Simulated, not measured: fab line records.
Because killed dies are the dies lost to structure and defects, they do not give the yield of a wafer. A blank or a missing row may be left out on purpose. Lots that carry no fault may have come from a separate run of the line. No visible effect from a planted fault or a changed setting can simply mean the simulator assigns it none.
fab line records | flow sky130
[record] lots = 6 | wafers = 18 | last_day = 50
route steps=708 shown FIELD_ISO@1 PAD_OPEN@708
lots untouched by any fault: they come from a run of this same line in which no faults occurred
start_h: start of the lot's first displayed wafer, in hours after the record's first day | wait_h: hours since the lot's step before | " identical to the entry in the row above | L1.1+2: one row covering several wafers at once | - either no value or no given start | * or withheld: withheld | < > ~ a bound
route shown NAME@n: names a module that has steps shown in the file, with the first one's number in the route | usual: the fault-free wafers' mean and standard deviation | same: alike in all rows | chamber/n: place in a boat | sites: the reading at each site | _std_site: the standard deviation of these | _edge_site: the outer-site mean with the inner-site mean subtracted | radius_mm: for every site, how far away it sits from the centre of the wafer | mask NAME#n: copy n | behind: the tool/chamber that last shaped the wafer | hold: why the lot was held/for how many hours/how that ended | device: the n, p or np transistor that did not switch | end of line: tests run on the same wafers once the route is complete | for a step that has no rows: nothing shown but its recipe | killed: at the first sort, the dies lost to defects and structure; wafer yield is something else | map: per-die view of a wafer (x killed, . not killed, _ where there is no die)
set.NAME: the run value of the setting; set.NAME@STEP: its run value at that earlier step | model.NAME: the simulator's own value behind a step, which no gauge read
lots seen at some steps along the route; tables by step, rows by wafer
services: when a tool's chamber went out of use (start_h, in hours from the record's first day, below 0 if earlier), for how many hours, and the reason
[[steps]]
[step SKY_FIELD_ISO_BOW_MEAS_00]
[recipe] mode = bow
[usual] INCOMING_BOW = 1/5.7
lot.wafer | tool          | chamber | start_h | wait_h | INCOMING_BOW[um]
L749.1    | film_metro-02 | -       | 10.00   | -      | -3
L749.2    | "             | -       | "       | "      | 13
L749.4    | "             | -       | "       | "      | 1
L758.1    | film_metro-01 | -       | 55.00   | -      | -3
L758.4    | "             | -       | "       | "      | 7
L758.5    | "             | -       | "       | "      | 0
L759.2    | film_metro-01 | -       | 60.02   | -      | -9
L759.4    | "             | -       | "       | "      | -5
L759.5    | "             | -       | "       | "      | -5
L763.2    | film_metro-02 | -       | 80.02   | -      | 0
L763.5    | "             | -       | "       | "      | 5
L763.6    | "             | -       | "       | "      | -1
L767.1    | film_metro-01 | -       | 100.00  | -      | -1
L767.2    | "             | -       | "       | "      | -8
L767.6    | "             | -       | "       | "      | 4
L771.1    | film_metro-03 | -       | 120.00  | -      | 1
L771.3    | "             | -       | "       | "      | 4
L771.6    | "             | -       | "       | "      | -5
[step SKY_FIELD_ISO_OXIDATION_01]
[recipe] temp_c = 900 | ambient = O2 | stabilise_s = 600 | purge_s = 300 | target_thk_a = 120 | ox_time_s = 1843
[usual] ox_temp_c = 900.1/0.41 | ox_temp_c_max = 904.4/1.2 | spike_tc_centre_C = 899.9/1.2
lot.wafer | tool       | chamber | start_h | wait_h | ox_temp_c | ox_temp_c_max | spike_tc_centre_C
L749.1    | furnace-01 | 0       | 10.81   | 0.8    | 899.9     | 903.4         | 900.1
L749.2    | "          | 0       | "       | "      | 899.7     | 904.8         | 900.7
L749.4    | "          | 0       | "       | "      | 900.2     | 904.5         | 898.5
L758.1    | furnace-01 | -       | 56.88   | 1.9    | -         | -             | -
L758.4    | "          | -       | "       | "      | -         | -             | -
L758.5    | "          | -       | "       | "      | -         | -             | -
L759.2    | furnace-01 | -       | 61.24   | 1.2    | -         | -             | -
L759.4    | "          | -       | "       | "      | -         | -             | -
L759.5    | "          | -       | "       | "      | -         | -             | -
L763.2    | furnace-01 | 0       | 80.12   | 0.1    | 900.3     | 902.4         | 900.1
L763.5    | "          | 0       | "       | "      | 900.3     | 903.4         | 899.4
L763.6    | "          | 0       | "       | "      | 900.2     | 905.3         | 898.3
L767.1    | furnace-01 | 0       | 100.79  | 0.8    | 900.3     | 904.7         | 898.1
L767.2    | "          | 0       | "       | "      | 900.7     | 904.4         | 898.7
L767.6    | "          | 0       | "       | "      | 900.1     | 904.7         | 900.5
L771.1    | furnace-01 | 0       | 121.52  | 1.5    | 900.3     | 904.6         | 900.3
L771.3    | "          | 0       | "       | "      | 900.9     | 903.9         | 899.0
L771.6    | "          | 0       | "       | "      | 900.3     | 904.3         | 902.1
[step SKY_FIELD_ISO_CVD_03]
[recipe] material = Si3N4 | precursor = DCS/NH3 | target_thk_nm = 165 | temp_c = 770 | time_s = 2830 | pressure_mtorr = 250
[step SKY_PAD_OPEN_PROBE_99]
lot.wafer | tool      | chamber | start_h | wait_h | model.etest.pfet_16v.r_on_ohm_um | model.etest.cap_li_to_poly.c_af_um2 | model.etest.cap_poly_to_well.c_af_um2 | model.etest.field_p.vt_v | model.etest.field_n.vt_v | model.etest.diode_ndiff_fingers.leak_log10_a_cm2 | model.etest.diode_pdiff_fingers.leak_log10_a_cm2 | model.etest.sram_nfet_pass.off_log10_a_um
L749.1    | prober-01 | -       | 1076.16 | 0.1    | 1.505e+04                        | 100.8                               | 92.4                                  | -41.02                   | 33.94                    | -6.786                                           | -6.585                                           | -12.38
L749.2    | prober-01 | -       | 1076.21 | 0.1    | 1.488e+04                        | 96.11                               | 94.44                                 | -40.53                   | 33.49                    | -6.601                                           | -6.769                                           | -12.83
L749.4    | prober-01 | -       | 1076.31 | 0.2    | 1.526e+04                        | 98.22                               | 91.33                                 | -42.69                   | 35.17                    | -6.567                                           | -6.573                                           | -12.67
L758.1    | prober-02 | -       | 1134.22 | 0.1    | 1.462e+04                        | 95.1                                | 97.12                                 | -39.28                   | 34.3                     | -6.12                                            | -5.713                                           | -12.34
L758.4    | prober-02 | -       | 1134.37 | 0.2    | 1.476e+04                        | 90.8                                | 91.07                                 | -40.11                   | 34.79                    | -6.092                                           | -5.72                                            | -11.92
L758.5    | prober-02 | -       | 1134.42 | 0.2    | 1.526e+04                        | 95.59                               | 92.91                                 | -41.02                   | 35.28                    | -6.157                                           | -5.815                                           | -11.99
L759.2    | prober-01 | -       | 1141.82 | 0.1    | 1.49e+04                         | 91.64                               | 93.54                                 | -37.8                    | 35.22                    | -5.784                                           | -6.256                                           | -11.97
L759.4    | prober-01 | -       | 1141.92 | 0.2    | 1.44e+04                         | 95.28                               | 93.94                                 | -36.29                   | 34.45                    | -6.005                                           | -5.982                                           | -12.04
L759.5    | prober-01 | -       | 1141.97 | 0.2    | 1.449e+04                        | 94.58                               | 98.83                                 | -35.2                    | 33.52                    | -6.199                                           | -5.806                                           | -11.83
L763.2    | prober-01 | -       | 1166.11 | 0.1    | 1.542e+04                        | 98.48                               | 90.09                                 | -43.71                   | 36.49                    | -7.066                                           | -6.569                                           | -12.63
L763.5    | prober-01 | -       | 1166.26 | 0.2    | 1.502e+04                        | 97.43                               | 93.1                                  | -41.8                    | 35.92                    | -6.668                                           | -6.638                                           | -12.99
L763.6    | prober-01 | -       | 1166.31 | 0.2    | 1.55e+04                         | 101.8                               | 87.56                                 | -43.44                   | 36.38                    | -6.823                                           | -6.8                                             | -12.83
L767.1    | prober-02 | -       | 1180.41 | 0.1    | 1.542e+04                        | 102.5                               | 89.29                                 | -42.3                    | 36.13                    | -6.629                                           | -6.52                                            | -12.82
L767.2    | prober-02 | -       | 1180.46 | 0.1    | 1.578e+04                        | 100.1                               | 89.64                                 | -43.62                   | 36.18                    | -6.803                                           | -6.643                                           | -12.52
L767.6    | prober-02 | -       | 1180.66 | 0.2    | 1.537e+04                        | 99.48                               | 90.64                                 | -42.27                   | 36.06                    | -6.726                                           | -6.661                                           | -12.88
L771.1    | prober-02 | -       | 1198.08 | 0.1    | 1.601e+04                        | 103.9                               | 88.77                                 | -44.84                   | 36.63                    | -6.583                                           | -6.594                                           | -12.92
L771.3    | prober-02 | -       | 1198.18 | 0.2    | 1.547e+04                        | 100.2                               | 92.98                                 | -42.58                   | 35.81                    | -6.494                                           | -6.463                                           | -12.95
L771.6    | prober-02 | -       | 1198.33 | 0.2    | 1.581e+04                        | 97.35                               | 88.64                                 | -44.2                    | 36.37                    | -6.506                                           | -6.741                                           | -12.7
// killed by level:class
L749.1 VIA1:geometric_particle:open=12 CONTACT:geometric_particle:open=10 VIA2:geometric_particle:open=8 LI_CONTACT:geometric_particle:open=7 VIA3:geometric_particle:open=5 LOCAL_INTERCONNECT:geometric_particle:short=4 VIA3:geometric_particle:short=4 METAL1:geometric_particle:short=4
L749.2 VIA3:geometric_particle:open=8 VIA2:geometric_particle:open=6 VIA1:geometric_particle:open=6 METAL2:geometric_particle:short=6 LOCAL_INTERCONNECT:geometric_particle:short=5 CONTACT:geometric_particle:open=5 METAL1:geometric_particle:short=5 VIA3:geometric_particle:short=5
L749.4 VIA1:geometric_particle:open=15 LI_CONTACT:geometric_particle:open=11 VIA2:geometric_particle:open=8 METAL2:geometric_particle:short=7 METAL2:geometric_particle:open=4 VIA3:geometric_particle:open=4 METAL1:geometric_particle:short=4 VIA2:geometric_particle:short=4
L763.2 METAL1:geometric_particle:short=13 CONTACT:geometric_particle:open=11 VIA1:geometric_particle:open=10 FIELD_ISO:geometric_particle:open=6 VIA2:geometric_particle:open=6 VIA3:geometric_particle:open=6 CONTACT:geometric_particle:short=5 VIA1:geometric_particle:short=5
L763.5 VIA1:geometric_particle:open=20 METAL1:geometric_particle:short=10 LI_CONTACT:geometric_particle:open=8 VIA3:geometric_particle:open=8 METAL4:geometric_particle:short=4 VIA2:geometric_particle:open=4 FIELD_ISO:geometric_particle:open=3 LI_CONTACT:geometric_particle:short=3
L763.6 VIA1:geometric_particle:open=9 CONTACT:geometric_particle:open=9 METAL1:geometric_particle:short=8 VIA1:geometric_particle:short=6 VIA3:geometric_particle:open=6 CONTACT:geometric_particle:short=4 VIA2:geometric_particle:open=4 FIELD_ISO:geometric_particle:short=3
L767.1 LI_CONTACT:geometric_particle:open=11 VIA1:geometric_particle:short=9 VIA1:geometric_particle:open=8 CONTACT:geometric_particle:open=7 VIA3:geometric_particle:open=6 CONTACT:geometric_particle:short=4 METAL1:geometric_particle:short=4 METAL2:geometric_particle:short=4
L767.2 METAL1:geometric_particle:short=9 CONTACT:geometric_particle:open=9 VIA1:geometric_particle:open=9 VIA2:geometric_particle:open=8 POLY_GATE:geometric_particle:open=6 LI_CONTACT:geometric_particle:open=5 VIA1:geometric_particle:short=5 METAL2:geometric_particle:short=4
L767.6 CONTACT:geometric_particle:open=12 VIA2:geometric_particle:open=8 METAL1:geometric_particle:short=6 VIA1:geometric_particle:open=6 CONTACT:geometric_particle:short=5 VIA1:geometric_particle:short=5 POLY_GATE:geometric_particle:open=4 LI_CONTACT:geometric_particle:open=4
L771.1 VIA1:geometric_particle:open=9 FIELD_ISO:geometric_particle:open=7 METAL2:geometric_particle:short=5 VIA3:geometric_particle:open=5 POLY_GATE:geometric_particle:open=4 LI_CONTACT:geometric_particle:short=4 CONTACT:geometric_particle:short=4 VIA2:geometric_particle:open=4
L771.3 METAL1:geometric_particle:short=11 VIA1:geometric_particle:open=8 METAL2:geometric_particle:short=7 CONTACT:geometric_particle:open=7 VIA3:geometric_particle:open=7 SPACER:geometric_particle:open=4 VIA1:geometric_particle:short=4 VIA2:geometric_particle:open=4
L771.6 CONTACT:geometric_particle:open=13 VIA1:geometric_particle:open=8 METAL1:geometric_particle:short=7 LOCAL_INTERCONNECT:geometric_particle:short=6 METAL2:geometric_particle:short=6 CONTACT:geometric_particle:short=5 LI_CONTACT:geometric_particle:open=5 FIELD_ISO:geometric_particle:open=4
[[services]]
tool       | chamber | start_h | hours | kind
furnace-01 | -       | -11.74  | 3.2   | pm
[[key]]
[first_sign] step = SKY_FIELD_ISO_OXIDATION_01 | reading = tool_record | direction = missing
effect none on later readings
[model_effect] step = SKY_PAD_OPEN_PROBE_99 | value = etest.pfet_16v.r_on_ohm_um | without = 1.517e+04 | struck = 1.474e+04
met_at SKY_FIELD_ISO_OXIDATION_01
struck_wafers L758.1,L758.4,L758.5,L759.2,L759.4,L759.5
later_rows_left_out L758.1,L758.4,L758.5,L759.2,L759.4,L759.5
sort_left_out L758.1,L758.4,L758.5,L759.2,L759.4,L759.5
tester_left_out L758,L759
onset_between 10.81 56.88
[fault] kind = skipped_step_whole | tool = furnace-01 | chamber = - | onset_h = 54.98 | steps = SKY_FIELD_ISO_OXIDATION_01 | scope = struck_lots_only
// tester_left_out: of these lots the tester's yield and bins aren't shown, on N5 and GAA mostly nor the transistor test; their killed dies are dies lost to structure and defects alone, not to doping, threshold or leakage, so they don't give the yield
// sort_left_out: the simulated sort isn't trusted on such a fault, so these wafers' sort isn't shown, and their yield isn't known
// later_rows_left_out: the simulator's readings of these wafers behind a module that went badly wrong aren't trusted and aren't shown, but for the sort
